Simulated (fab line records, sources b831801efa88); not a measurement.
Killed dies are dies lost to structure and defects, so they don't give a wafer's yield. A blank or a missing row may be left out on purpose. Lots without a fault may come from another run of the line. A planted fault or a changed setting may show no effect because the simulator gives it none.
Chamber matching | flow sky130 | SKY_VIA2_CMP_02 on cmp-01: 4 sister chambers
The step polishes SiO2. 4 wafers are shown with their chamber, then 7 later ones without.

WAFERS WITH THEIR CHAMBER
wafer  | chamber | motor_current_A (A)
L227.1 | 1       | 12.7
L239.4 | 3       | 9.2
L236.2 | 2       | 13.4
L236.4 | 0       | 9.6

WAFERS WITHOUT THEIR CHAMBER
wafer  | motor_current_A (A)
L236.5 | 9.2
L243.2 | 12.3
L243.3 | 13.2
L243.5 | 12.4
L246.2 | 9.8
L246.4 | 13.6
L246.5 | 9.5

WHICH CHAMBER EACH WENT THROUGH
wafer  | from the rows above     | in truth
L236.5 | can't be placed: 3 or 0 | 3
L243.2 | 1                       | 1
L243.3 | can't be placed: 2 or 1 | 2
L243.5 | 1                       | 1
L246.2 | can't be placed: 0 or 3 | 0
L246.4 | 2                       | 2
L246.5 | can't be placed: 0 or 3 | 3
Placed correctly: 3 of 7. Can't be placed from these rows: 4 (the true chamber is among the candidates in 4). Placed wrongly: 0.
How it was worked out, from the rows above alone: a wafer's distance from a chamber is the root of the sum, over the readings, of the square of ((its reading less the chamber's mean) divided by the reading's scatter). The wafer belongs to the nearest chamber; if the next one is less than 2 further off, it can't be placed. A chamber's mean is the mean of its shown wafers. The scatter: with one shown wafer a chamber, the root of the mean of the squares of how far each hidden wafer lies from its nearest shown one.
